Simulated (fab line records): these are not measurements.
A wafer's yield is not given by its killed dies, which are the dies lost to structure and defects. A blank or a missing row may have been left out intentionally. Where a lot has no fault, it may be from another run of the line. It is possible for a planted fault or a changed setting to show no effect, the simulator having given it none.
Chamber matching || flow sky130 || cmp-02 running SKY_VIA2_CMP_02: 4 sister chambers
The step polishes SiO2. 8 wafers are shown with their chamber, then 10 later ones without.

## WAFERS WITH THEIR CHAMBER
{"wafer": "L734.2", "chamber": 2, "motor current A (A)": 13.7, "head pressure psi (psi)": 3.988}
{"wafer": "L735.2", "chamber": 2, "motor current A (A)": 14.4, "head pressure psi (psi)": 4.002}
{"wafer": "L735.6", "chamber": 0, "motor current A (A)": 12.4, "head pressure psi (psi)": 4.001}
{"wafer": "L739.1", "chamber": 3, "motor current A (A)": 12.2, "head pressure psi (psi)": 4.015}
{"wafer": "L739.2", "chamber": 1, "motor current A (A)": 12.1, "head pressure psi (psi)": 4.016}
{"wafer": "L739.6", "chamber": 0, "motor current A (A)": 12.3, "head pressure psi (psi)": 4.010}
{"wafer": "L744.1", "chamber": 1, "motor current A (A)": 11.9, "head pressure psi (psi)": 4.001}
{"wafer": "L744.5", "chamber": 3, "motor current A (A)": 12.0, "head pressure psi (psi)": 3.991}

## WAFERS WITHOUT THEIR CHAMBER
{"wafer": "L744.6", "motor current A (A)": 13.2, "head pressure psi (psi)": 3.997}
{"wafer": "L745.3", "motor current A (A)": 14.0, "head pressure psi (psi)": 4.000}
{"wafer": "L745.4", "motor current A (A)": 12.6, "head pressure psi (psi)": 4.009}
{"wafer": "L745.5", "motor current A (A)": 13.0, "head pressure psi (psi)": 4.000}
{"wafer": "L746.2", "motor current A (A)": 12.5, "head pressure psi (psi)": 3.997}
{"wafer": "L746.3", "motor current A (A)": 11.7, "head pressure psi (psi)": 3.991}
{"wafer": "L746.4", "motor current A (A)": 12.3, "head pressure psi (psi)": 3.996}
{"wafer": "L747.1", "motor current A (A)": 12.4, "head pressure psi (psi)": 3.990}
{"wafer": "L747.3", "motor current A (A)": 11.9, "head pressure psi (psi)": 4.001}
{"wafer": "L747.5", "motor current A (A)": 12.4, "head pressure psi (psi)": 3.992}

## WHICH CHAMBER EACH WENT THROUGH
{"wafer": "L744.6", "from the rows above": "can't be placed: 2 or 0 or 3 or 1", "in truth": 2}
{"wafer": "L745.3", "from the rows above": 2, "in truth": 2}
{"wafer": "L745.4", "from the rows above": "can't be placed: 0 or 3 or 1", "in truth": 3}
{"wafer": "L745.5", "from the rows above": "can't be placed: 0 or 3 or 1 or 2", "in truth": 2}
{"wafer": "L746.2", "from the rows above": "can't be placed: 0 or 3 or 1", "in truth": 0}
{"wafer": "L746.3", "from the rows above": "can't be placed: 3 or 1 or 0", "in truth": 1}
{"wafer": "L746.4", "from the rows above": "can't be placed: 0 or 3 or 1", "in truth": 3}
{"wafer": "L747.1", "from the rows above": "can't be placed: 0 or 3 or 1", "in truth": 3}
{"wafer": "L747.3", "from the rows above": "can't be placed: 1 or 3 or 0", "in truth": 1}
{"wafer": "L747.5", "from the rows above": "can't be placed: 0 or 3 or 1", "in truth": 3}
Placed correctly: 1 of 10. From these rows, 9 cannot be placed; in 9 the true chamber is one of the candidates. Wrongly placed: 0.
How it was worked out, from the rows above alone: a wafer's distance from a chamber is the root of the sum, over the readings, of the square of ((its reading less the chamber's mean) divided by the reading's scatter). If the next closest chamber is less than 2 further off than the closest, the wafer can't be placed; otherwise it belongs to the closest. Each chamber's mean is taken over the wafers shown for it. The scatter: the root of (the sum of the squares of (reading less its chamber's mean) over the shown wafers, divided by (wafers less chambers)).
